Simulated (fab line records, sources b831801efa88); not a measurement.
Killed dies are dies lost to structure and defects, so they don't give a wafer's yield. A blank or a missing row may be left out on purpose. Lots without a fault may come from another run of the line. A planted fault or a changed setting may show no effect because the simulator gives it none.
Chamber matching | flow sky130 | SKY_LI_CONTACT_CMP_02 on cmp-01: 4 sister chambers
The step polishes PSG. 8 wafers are shown with their chamber, then 7 later ones without.

WAFERS WITH THEIR CHAMBER
wafer  | chamber | motor_current_A (A) | time_to_endpoint_s (s)
L998.1 | 0       | 13.0                | 32
L999.2 | 0       | 13.4                | 32
L108.6 | 1       | 10.7                | 34
L110.1 | 3       | 11.7                | 40
L110.4 | 2       | 11.4                | 36
L110.6 | 3       | 12.5                | 36
L114.2 | 1       | 11.3                | 34
L114.4 | 2       | 12.4                | 32

WAFERS WITHOUT THEIR CHAMBER
wafer  | motor_current_A (A) | time_to_endpoint_s (s)
L114.6 | 11.8                | 37
L117.4 | 11.9                | 35
L117.5 | 13.2                | 37
L117.6 | 12.2                | 42
L121.1 | 12.8                | 32
L121.2 | 12.3                | 32
L121.6 | 11.8                | 30

WHICH CHAMBER EACH WENT THROUGH
wafer  | from the rows above               | in truth
L114.6 | can't be placed: 3 or 2 or 1      | 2
L117.4 | can't be placed: 2 or 3 or 1      | 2
L117.5 | can't be placed: 3 or 0 or 2      | 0
L117.6 | 3                                 | 3
L121.1 | can't be placed: 0 or 2           | 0
L121.2 | can't be placed: 2 or 0 or 1 or 3 | 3
L121.6 | can't be placed: 2 or 1 or 0      | 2
Placed correctly: 1 of 7. Can't be placed from these rows: 6 (the true chamber is among the candidates in 6). Placed wrongly: 0.
How it was worked out, from the rows above alone: a wafer's distance from a chamber is the root of the sum, over the readings, of the square of ((its reading less the chamber's mean) divided by the reading's scatter). The wafer belongs to the nearest chamber; if the next one is less than 2 further off, it can't be placed. A chamber's mean is the mean of its shown wafers. The scatter: the root of (the sum of the squares of (reading less its chamber's mean) over the shown wafers, divided by (wafers less chambers)).
